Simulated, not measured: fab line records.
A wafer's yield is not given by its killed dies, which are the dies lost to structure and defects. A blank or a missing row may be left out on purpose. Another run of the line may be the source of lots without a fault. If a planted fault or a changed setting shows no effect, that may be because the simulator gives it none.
Chamber matching | flow sfq-line | rie-diel-02 running SFQ_TRILAYER_I2_VIA_BARC_OPEN_VIA_ETCH_096: 4 sister chambers
The step etches BARC in O2, target depth 125 nm, time 41.7 s. 4 wafers are shown with their chamber, then 7 later ones without.

## EACH WAFER AND ITS CHAMBER
wafer  | chamber | oes-product-au (a.u.)
L599.4 | 1       | 0.679
L602.3 | 2       | 0.683
L605.1 | 0       | 0.683
L605.2 | 3       | 0.685

## WAFERS WITH NO CHAMBER GIVEN
wafer  | oes-product-au (a.u.)
L605.6 | 0.679
L608.1 | 0.683
L608.2 | 0.691
L608.5 | 0.677
L612.1 | 0.689
L612.3 | 0.681
L612.6 | 0.690

## WHICH CHAMBER EACH WENT THROUGH
wafer  | from the rows above               | in truth
L605.6 | can't be placed: 1 or 0 or 2 or 3 | 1
L608.1 | can't be placed: 0 or 2 or 3 or 1 | 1
L608.2 | can't be placed: 3 or 0 or 2 or 1 | 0
L608.5 | can't be placed: 1 or 0 or 2 or 3 | 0
L612.1 | can't be placed: 3 or 0 or 2 or 1 | 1
L612.3 | can't be placed: 0 or 1 or 2 or 3 | 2
L612.6 | can't be placed: 3 or 0 or 2 or 1 | 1
Correct placement for 0 of the 7. Can't be placed from these rows: 7 (the true chamber is among the candidates in 7). Wrongly placed: 0.
How it was worked out, from the rows above alone: a wafer's distance from a chamber is the root of the sum, over the readings, of the square of ((its reading less the chamber's mean) divided by the reading's scatter). The wafer belongs to the nearest chamber; if the next one is less than 2 further off, it can't be placed. For every chamber, the mean is computed from those of its wafers that are shown. The scatter: with one shown wafer a chamber, the root of the mean of the squares of how far each hidden wafer lies from its nearest shown one.
